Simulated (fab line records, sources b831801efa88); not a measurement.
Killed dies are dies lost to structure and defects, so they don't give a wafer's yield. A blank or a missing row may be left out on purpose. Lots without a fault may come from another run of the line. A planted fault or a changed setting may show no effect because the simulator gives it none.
One fault seen from 2 desks | flow gf180mcu | each desk has only its own numbers; what lay behind them comes last

THE METROLOGY DESK
What the gauges read, lot by lot, whatever tool the lot ran on: means of the sampled wafers that have a number. A lot is out of limits, marked OUT, if its mean lies more than 4 standard deviations from the usual mean; the brackets give that distance.
Columns: A = STI_CVD_03_THK at GF_STI_THK_MEAS_04, usual 208.2 nm; B = MVPSD_OVL at GF_MVPSD_OVL_MEAS_07, usual -0.7 nm; C = VT_IMPLANT_4_TW at GF_VT_IMPLANT_TW_MEAS_43, usual 690
lot  | first seen here | A                | B    | C
L841 | day 1 23:31     | 209.6            | 1.9  | 677
L842 | day 2 04:00     | 209.2            | -2.7 | 696
L843 | day 2 08:34     | 210.2            | -1.2 | 697
L844 | day 2 11:05     | 205.3            | -1.0 | 677
L847 | day 3 01:37     | 219.3 (+5.3) OUT | -1.3 | 702
L848 | day 3 07:01     | 219.0 (+5.2) OUT | -0.6 | 707
L856 | day 4 21:35     | 211.3            | -1.8 | 698
L857 | day 5 03:54     | 209.0            | -1.4 | 683
L858 | day 5 08:07     | 210.2            | 0.5  | 686
L862 | day 6 04:23     | 207.4            | -1.1 | 702
L863 | day 6 08:35     | 207.5            | 0.8  | 701
This desk's finding: out of limits on L847, L848; first on L847, day 3 01:37 (STI_CVD_03_THK at GF_STI_THK_MEAS_04). In limits: L841, L842, L843, L844, L856, L857, L858, L862, L863.

THE TOOL OWNER'S DESK: lpcvd-02
The tool's own readings at GF_STI_CVD_03 (deposits Si3N4 from DCS/NH3, target thk 207.16 nm, time 3551 s): means of the sampled wafers that have a number, for each lot that ran on this tool. A lot is out of limits, marked OUT, if its mean lies more than 4 standard deviations from the usual mean; the brackets give that distance.
Columns: A = pressure_mtorr at GF_STI_CVD_03, usual 250.0 mTorr; B = spike_tc_lower_C at GF_STI_CVD_03, usual 769.7 C; C = spike_tc_upper_C at GF_STI_CVD_03, usual 770.4 C; D = zone_power_lower_pct at GF_STI_CVD_03, usual 13.6 %; E = zone_power_upper_pct at GF_STI_CVD_03, usual 13.11 %
lot  | first seen here | A               | B     | C     | D    | E
L841 | day 1 20:32     | 249.7           | 768.7 | 768.3 | 14.4 | 13.16
L843 | day 2 06:34     | 249.6           | 769.3 | 770.0 | 14.3 | 13.14
L847 | day 2 23:38     | 299.8 (+98) OUT | 769.9 | 769.3 | 14.4 | 13.14
L848 | day 3 04:02     | 300.4 (+99) OUT | 770.6 | 771.7 | 14.5 | 13.01
L863 | day 6 06:34     | 250.4           | 770.8 | 772.6 | 14.5 | 13.10
This desk's finding: out of limits on L847, L848; first on L847, day 2 23:38 (pressure_mtorr at GF_STI_CVD_03). In limits: L841, L843, L863.

PUT TOGETHER
The tool owner's desk could have raised an alarm at day 2 23:38, on L847, L848.
The metrology desk could have raised an alarm at day 3 01:37, on L847, L848.
Of the lots named, all ran GF_STI_CVD_03 on lpcvd-02.

WHAT THE SIMULATOR HAD PUT IN
Process parameter drift: lpcvd-02, from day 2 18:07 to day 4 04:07, at GF_STI_CVD_03. Setting pressure_mtorr, moved by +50, from 250. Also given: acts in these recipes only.
Lots struck among those shown: L847, L848.
Hours from the fault's start to each desk's first reading out of limits: the tool owner's desk, 6; the metrology desk, 8.
